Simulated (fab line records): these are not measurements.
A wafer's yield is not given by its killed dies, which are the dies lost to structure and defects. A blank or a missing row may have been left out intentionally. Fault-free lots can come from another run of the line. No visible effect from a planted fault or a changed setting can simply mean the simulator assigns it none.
Which tool is to blame? / flow sky130 / 13 lots, 39 wafers sampled, at 4 steps of a route of 708

## WHAT EACH GAUGE READ, for each wafer
SKY_CONTACT_CD_MEAS_14: the cd target is 170 nm.
lot=L828; measured=day 31 09:46; on=cd-sem-02; cd-nm (nm)=171.9 170.9 171.7
lot=L831; measured=day 32 15:19; on=cd-sem-02; cd-nm (nm)=170.8 172.0 172.5
lot=L833; measured=day 33 07:51; on=cd-sem-02; cd-nm (nm)=171.5 171.2 170.0
lot=L834; measured=day 33 18:43; on=cd-sem-01; cd-nm (nm)=168.6 170.7 168.9
lot=L835; measured=day 34 01:28; on=cd-sem-01; cd-nm (nm)=171.1 169.4 171.1
lot=L836; measured=day 34 06:47; on=cd-sem-02; cd-nm (nm)=171.1 171.4 170.4
lot=L837; measured=day 34 19:41; on=cd-sem-02; cd-nm (nm)=171.6 169.5 169.5
lot=L843; measured=day 36 10:38; on=cd-sem-01; cd-nm (nm)=167.0 169.9 168.3
lot=L846; measured=day 37 05:52; on=cd-sem-02; cd-nm (nm)=171.0 169.7 167.7
lot=L849; measured=day 38 03:16; on=cd-sem-01; cd-nm (nm)=171.2 169.8 168.0
lot=L848; measured=day 38 12:56; on=cd-sem-01; cd-nm (nm)=166.0 166.6 165.7
lot=L850; measured=day 38 18:44; on=cd-sem-01; cd-nm (nm)=168.5 168.9 169.1
lot=L851; measured=day 38 22:46; on=cd-sem-01; cd-nm (nm)=170.7 170.9 171.6

## WHAT TOOL EACH LOT RAN ON (gives the tool, then ch and the chambers of the sampled wafers, and finally the start)
lot=L828; SKY_LI_CONTACT_SPUTTER_20=pvd-sputter-03, day 28 23:26; SKY_CONTACT_CVD_00=pecvd-04 ch 0,1, day 30 05:49; SKY_CONTACT_SOFTBAKE_10=litho-track-04 ch 0, day 30 19:00
lot=L831; SKY_LI_CONTACT_SPUTTER_20=pvd-sputter-01, day 30 06:37; SKY_CONTACT_CVD_00=pecvd-04 ch 0,1,2, day 31 11:49; SKY_CONTACT_SOFTBAKE_10=litho-track-01 ch 0, day 32 01:00
lot=L833; SKY_LI_CONTACT_SPUTTER_20=pvd-sputter-01, day 30 23:19; SKY_CONTACT_CVD_00=pecvd-02 ch 0,2, day 32 04:30; SKY_CONTACT_SOFTBAKE_10=litho-track-02 ch 0, day 32 18:00
lot=L834; SKY_LI_CONTACT_SPUTTER_20=pvd-sputter-02, day 31 10:38; SKY_CONTACT_CVD_00=pecvd-01 ch 1,2, day 32 15:09; SKY_CONTACT_SOFTBAKE_10=litho-track-04 ch 0, day 33 05:00
lot=L835; SKY_LI_CONTACT_SPUTTER_20=pvd-sputter-03, day 31 17:23; SKY_CONTACT_CVD_00=pecvd-01 ch 0,1,2, day 32 22:05; SKY_CONTACT_SOFTBAKE_10=litho-track-04 ch 0, day 33 11:00
lot=L836; SKY_LI_CONTACT_SPUTTER_20=pvd-sputter-01, day 31 23:20; SKY_CONTACT_CVD_00=pecvd-02 ch 0,1,2, day 33 04:24; SKY_CONTACT_SOFTBAKE_10=litho-track-04 ch 0, day 33 18:00
lot=L837; SKY_LI_CONTACT_SPUTTER_20=pvd-sputter-01, day 32 12:07; SKY_CONTACT_CVD_00=pecvd-02 ch 0,1,2, day 33 17:09; SKY_CONTACT_SOFTBAKE_10=litho-track-02 ch 0, day 34 06:00
lot=L843; SKY_LI_CONTACT_SPUTTER_20=pvd-sputter-01, day 34 03:21; SKY_CONTACT_CVD_00=pecvd-02 ch 0,2, day 35 07:26; SKY_CONTACT_SOFTBAKE_10=litho-track-04 ch 0, day 35 21:00
lot=L846; SKY_LI_CONTACT_SPUTTER_20=pvd-sputter-01, day 34 23:25; SKY_CONTACT_CVD_00=pecvd-01 ch 1,2, day 36 03:23; SKY_CONTACT_SOFTBAKE_10=litho-track-04 ch 0, day 36 16:00
lot=L849; SKY_LI_CONTACT_SPUTTER_20=pvd-sputter-02, day 35 21:04; SKY_CONTACT_CVD_00=pecvd-01 ch 0,2, day 37 01:00; SKY_CONTACT_SOFTBAKE_10=litho-track-01 ch 0, day 37 14:00
lot=L848; SKY_LI_CONTACT_SPUTTER_20=pvd-sputter-03, day 36 06:17; SKY_CONTACT_CVD_00=pecvd-01 ch 0,1,2, day 37 11:26; SKY_CONTACT_SOFTBAKE_10=litho-track-02 ch 0, day 38 00:00
lot=L850; SKY_LI_CONTACT_SPUTTER_20=pvd-sputter-02, day 36 12:44; SKY_CONTACT_CVD_00=pecvd-02 ch 0,1, day 37 17:00; SKY_CONTACT_SOFTBAKE_10=litho-track-01 ch 0, day 38 06:00
lot=L851; SKY_LI_CONTACT_SPUTTER_20=pvd-sputter-01, day 36 16:53; SKY_CONTACT_CVD_00=pecvd-04 ch 0,1, day 37 20:49; SKY_CONTACT_SOFTBAKE_10=litho-track-01 ch 0, day 38 10:00
- SKY_LI_CONTACT_SPUTTER_20: material TiN, target thk 20 nm, time 80 s.
- SKY_CONTACT_CVD_00: deposits Si3N4, target thk 75 nm.
- SKY_CONTACT_SOFTBAKE_10: time 90 s.

## WHAT THE TOOLS THEMSELVES READ (means of the sampled wafers that have a number; where no wafer has one, the mark that the record gives instead)
SKY_LI_CONTACT_SPUTTER_20.
lot=L828; tool=pvd-sputter-03; throttle-valve-pct (%)=29.5
lot=L831; tool=pvd-sputter-01; throttle-valve-pct (%)=30.2
lot=L833; tool=pvd-sputter-01; throttle-valve-pct (%)=29.8
lot=L834; tool=pvd-sputter-02; throttle-valve-pct (%)=31.3
lot=L835; tool=pvd-sputter-03; throttle-valve-pct (%)=29.8
lot=L836; tool=pvd-sputter-01; throttle-valve-pct (%)=29.9
lot=L837; tool=pvd-sputter-01; throttle-valve-pct (%)=30.1
lot=L843; tool=pvd-sputter-01; throttle-valve-pct (%)=29.7
lot=L846; tool=pvd-sputter-01; throttle-valve-pct (%)=30.4
lot=L849; tool=pvd-sputter-02; throttle-valve-pct (%)=30.8
lot=L848; tool=pvd-sputter-03; throttle-valve-pct (%)=29.8
lot=L850; tool=pvd-sputter-02; throttle-valve-pct (%)=31.4
lot=L851; tool=pvd-sputter-01; throttle-valve-pct (%)=30.8

SKY_CONTACT_CVD_00.
lot=L828; tool=pecvd-04; heater-power-w (W)=599
lot=L831; tool=pecvd-04; heater-power-w (W)=616
lot=L833; tool=pecvd-02; heater-power-w (W)=691
lot=L834; tool=pecvd-01; heater-power-w (W)=655
lot=L835; tool=pecvd-01; heater-power-w (W)=749
lot=L836; tool=pecvd-02; heater-power-w (W)=736
lot=L837; tool=pecvd-02; heater-power-w (W)=747
lot=L843; tool=pecvd-02; heater-power-w (W)=724
lot=L846; tool=pecvd-01; heater-power-w (W)=612
lot=L849; tool=pecvd-01; heater-power-w (W)=718
lot=L848; tool=pecvd-01; heater-power-w (W)=731
lot=L850; tool=pecvd-02; heater-power-w (W)=693
lot=L851; tool=pecvd-04; heater-power-w (W)=665

SKY_CONTACT_SOFTBAKE_10.
lot=L828; tool=litho-track-04; exhaust-pa (Pa)=45.7; heater-power-total-W (W)=57.47; plate-temp-C (C)=99.96; run-length-s (s)=118.83
lot=L831; tool=litho-track-01; exhaust-pa (Pa)=45.0; heater-power-total-W (W)=57.24; plate-temp-C (C)=100.07; run-length-s (s)=118.96
lot=L833; tool=litho-track-02; exhaust-pa (Pa)=44.5; heater-power-total-W (W)=57.34; plate-temp-C (C)=99.81; run-length-s (s)=119.35
lot=L834; tool=litho-track-04; exhaust-pa (Pa)=45.1; heater-power-total-W (W)=57.41; plate-temp-C (C)=99.98; run-length-s (s)=118.89
lot=L835; tool=litho-track-04; exhaust-pa (Pa)=45.0; heater-power-total-W (W)=57.33; plate-temp-C (C)=99.97; run-length-s (s)=118.96
lot=L836; tool=litho-track-04; exhaust-pa (Pa)=44.6; heater-power-total-W (W)=57.41; plate-temp-C (C)=99.99; run-length-s (s)=118.86
lot=L837; tool=litho-track-02; exhaust-pa (Pa)=43.9; heater-power-total-W (W)=57.41; plate-temp-C (C)=100.07; run-length-s (s)=119.39
lot=L843; tool=litho-track-04; exhaust-pa (Pa)=45.5; heater-power-total-W (W)=62.03; plate-temp-C (C)=-; run-length-s (s)=99.72
lot=L846; tool=litho-track-04; exhaust-pa (Pa)=45.2; heater-power-total-W (W)=62.01; plate-temp-C (C)=-; run-length-s (s)=99.58
lot=L849; tool=litho-track-01; exhaust-pa (Pa)=43.9; heater-power-total-W (W)=57.34; plate-temp-C (C)=100.17; run-length-s (s)=118.99
lot=L848; tool=litho-track-02; exhaust-pa (Pa)=45.5; heater-power-total-W (W)=57.38; plate-temp-C (C)=99.97; run-length-s (s)=119.39
lot=L850; tool=litho-track-01; exhaust-pa (Pa)=44.9; heater-power-total-W (W)=57.36; plate-temp-C (C)=100.02; run-length-s (s)=118.87
lot=L851; tool=litho-track-01; exhaust-pa (Pa)=45.7; heater-power-total-W (W)=57.36; plate-temp-C (C)=100.10; run-length-s (s)=118.90

## THE ANSWER, worked out from the rows above alone
Rule: the usual values come from the lots themselves. Put in order of their means at a reading, lots are off if they are a third of the lots or fewer, leave a main group of 4 or more, and stand apart from it by a gap of 3 or more times the standard deviation of the main group's means; of several such gaps the widest counts. Not used: any main group whose means are identical at the precision the tables above print for the reading. A lot without any number at a reading at which 4 lots or more have one is off too. Any other lot the step has rows for is counted as sound. First the gauges in route order, then the tools' own readings, where a lot's mean is used as printed above. At the first step where some lot is off, the reading lying furthest off is the one used; lots without a number count as furthest.
Off at SKY_CONTACT_SOFTBAKE_10 (plate-temp-C): L843, L846. Without a number there: L843, L846. The main group: mean 100.01 C, standard deviation 0.089.
If a tool, at that step or one of the process steps before it, ran each lot that is off and ran no sound lot following the first of them, it fits. One fits: litho-track-04 at SKY_CONTACT_SOFTBAKE_10. Its last sound lot is L836 (day 33 18:00), its first lot that is off L843 (day 35 21:00): a fault that began between those two fits.
The tool's own readings at SKY_CONTACT_SOFTBAKE_10 bear it out: on the lots that are off they differ by more than 5 times the standard deviation of the sound lots' means. heater-power-total-W reads 62.02 W there against 57.37 W on the sound lots; run-length-s reads 99.65 s there against 119.04 s on the sound lots.
Blank at SKY_CONTACT_SOFTBAKE_10 on the lots that are off, where sound lots have numbers: plate-temp-C.

## WHAT THE SIMULATOR PUT IN
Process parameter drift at SKY_CONTACT_SOFTBAKE_10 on litho-track-04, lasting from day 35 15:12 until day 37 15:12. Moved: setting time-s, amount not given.
Struck lots among those shown: L843, L846. Same finding as the rule above.
